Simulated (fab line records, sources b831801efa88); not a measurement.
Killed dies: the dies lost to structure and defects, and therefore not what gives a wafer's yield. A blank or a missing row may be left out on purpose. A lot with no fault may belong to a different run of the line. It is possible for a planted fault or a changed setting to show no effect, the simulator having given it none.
2 desks looking at one fault + flow gf180mcu + what lay behind the numbers comes last; until then each desk has only its own

AT THE METROLOGY DESK
What the gauges read for every lot (on any tool): the sampled wafers with a number, averaged. The brackets show how far a lot's mean lies from the usual mean; more than 4 standard deviations puts the lot out of limits, marked OUT.
Columns: A = PSD_TW at GF_PSD_TW_MEAS_11, usual 3160; B = PSD_RS at GF_PSD_RS_MEAS_15, usual 108.56 ohm/sq; C = cd nm at GF_V1_CD_MEAS_14, usual 260.0 nm
| lot  | first seen here | A    | B                 | C     |
|------|-----------------|------|-------------------|-------|
| L271 | day 14 06:47    | 3169 | 108.75            | 260.7 |
| L273 | day 14 21:05    | 3156 | 108.30            | 260.3 |
| L274 | day 15 00:01    | 3164 | 108.77            | 261.7 |
| L277 | day 16 02:29    | 3157 | 108.69            | 259.2 |
| L278 | day 16 20:14    | 3157 | 108.30            | 260.1 |
| L279 | day 17 01:17    | 3192 | 108.60            | 259.2 |
| L280 | day 17 04:11    | 3184 | 108.47            | 260.1 |
| L281 | day 17 21:36    | 3133 | 108.34            | 261.6 |
| L283 | day 18 21:08    | 3129 | 109.07            | 258.5 |
| L289 | day 20 11:41    | 3181 | 106.95 (-6.2) OUT | 259.9 |
| L290 | day 21 00:02    | 3213 | 107.35 (-4.7) OUT | 261.1 |
| L294 | day 22 07:05    | 3155 | 108.24            | 260.8 |
This desk finds L289, L290 out of limits, with the earliest case on L289 at day 20 12:01 (PSD_RS at GF_PSD_RS_MEAS_15). In limits: L271, L273, L274, L277, L278, L279, L280, L281, L283, L294.

TOOL OWNER'S DESK, implanter-01
GF_PSD_IMPLANT_09, tool's own readings: per-lot mean of the sampled wafers with a number, covering each lot this tool ran. The brackets show how far a lot's mean lies from the usual mean; more than 4 standard deviations puts the lot out of limits, marked OUT.
Columns: A = beam energy keV at GF_PSD_IMPLANT_09, usual 40.001; B = tilt deg at GF_PSD_IMPLANT_09, usual 6.999 degrees
| lot  | first seen here | A                | B     |
|------|-----------------|------------------|-------|
| L271 | day 14 06:32    | 40.023           | 6.995 |
| L274 | day 14 23:47    | 39.996           | 7.002 |
| L281 | day 17 21:23    | 40.008           | 7.009 |
| L283 | day 18 20:56    | 40.002           | 6.985 |
| L289 | day 20 11:29    | 41.083 (+83) OUT | 6.995 |
| L290 | day 20 23:47    | 41.099 (+84) OUT | 6.975 |
Finding of this desk: L289, L290 out of limits; the first was L289 at day 20 11:29, on beam energy keV at GF_PSD_IMPLANT_09. In limits: L271, L274, L281, L283.

BROUGHT TOGETHER
On L289, L290, at day 20 11:29, an alarm was possible from the tool owner's desk.
An alarm was possible from the metrology desk at day 20 12:01, on L289, L290.
GF_PSD_IMPLANT_09 was run on implanter-01 by each of the lots named.

WHAT THE SIMULATOR HAD INSERTED
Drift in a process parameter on implanter-01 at GF_PSD_IMPLANT_09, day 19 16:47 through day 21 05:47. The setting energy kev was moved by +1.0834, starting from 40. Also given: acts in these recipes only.
Shown lots that were struck: L289, L290.
Delay (hours) between the fault's onset and each desk's first out-of-limits reading: 19 at the tool owner's desk, 19 at the metrology desk.
